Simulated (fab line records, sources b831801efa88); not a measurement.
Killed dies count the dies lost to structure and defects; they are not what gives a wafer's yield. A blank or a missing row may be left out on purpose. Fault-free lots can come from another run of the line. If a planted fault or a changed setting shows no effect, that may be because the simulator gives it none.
Which tool did it? + flow sky130 + 6 lots (18 wafers sampled), 1 step of a 708-step route

== WHAT THE GAUGES SHOWED, per wafer ==
SKY_VIA3_BOW_MEAS_03.
| lot  | measured     | on            | VIA3_BOW (um) |
|------|--------------|---------------|---------------|
| L301 | day 39 10:16 | film metro-02 | 90 83 81      |
| L305 | day 40 15:31 | film metro-03 | 81 81 79      |
| L307 | day 41 18:18 | film metro-01 | 78 83 82      |
| L311 | day 42 12:26 | film metro-02 | 74 76 75      |
| L317 | day 44 03:15 | film metro-03 | 72 79 72      |
| L320 | day 44 20:16 | film metro-01 | 80 88 81      |

== TOOL THAT RAN EACH LOT (tool first, then ch and the chambers of the sampled wafers, then the start) ==
Before these readings, the record contains no process step.

== THE ANSWER, worked out from the rows above alone ==
Rule: what is usual is taken from the lots themselves. The widest of any qualifying gaps counts: lots, ordered by their means at a reading, are off when they make up no more than a third of the lots, leave a main group of 4 or more, and stand apart from it by 3 or more times the standard deviation of that group's means. A main group whose means are all the same, to the digits that the tables above print for the reading, isn't used. A lot without any number at a reading at which 4 lots or more have one is off too. All remaining lots with rows at the step are treated as sound.
Off: L311, L317, at SKY_VIA3_BOW_MEAS_03 (VIA3_BOW). The main group has a mean of 82 um with a standard deviation of 1.7.
If a tool, at a process step before that reading, ran all the lots that are off and no sound lot after the first of them, it fits. Gauges at SKY_VIA3_BOW_MEAS_03: tried the same way as those tools. Of those tried, none fits.

== WHAT THE SIMULATOR PUT IN ==
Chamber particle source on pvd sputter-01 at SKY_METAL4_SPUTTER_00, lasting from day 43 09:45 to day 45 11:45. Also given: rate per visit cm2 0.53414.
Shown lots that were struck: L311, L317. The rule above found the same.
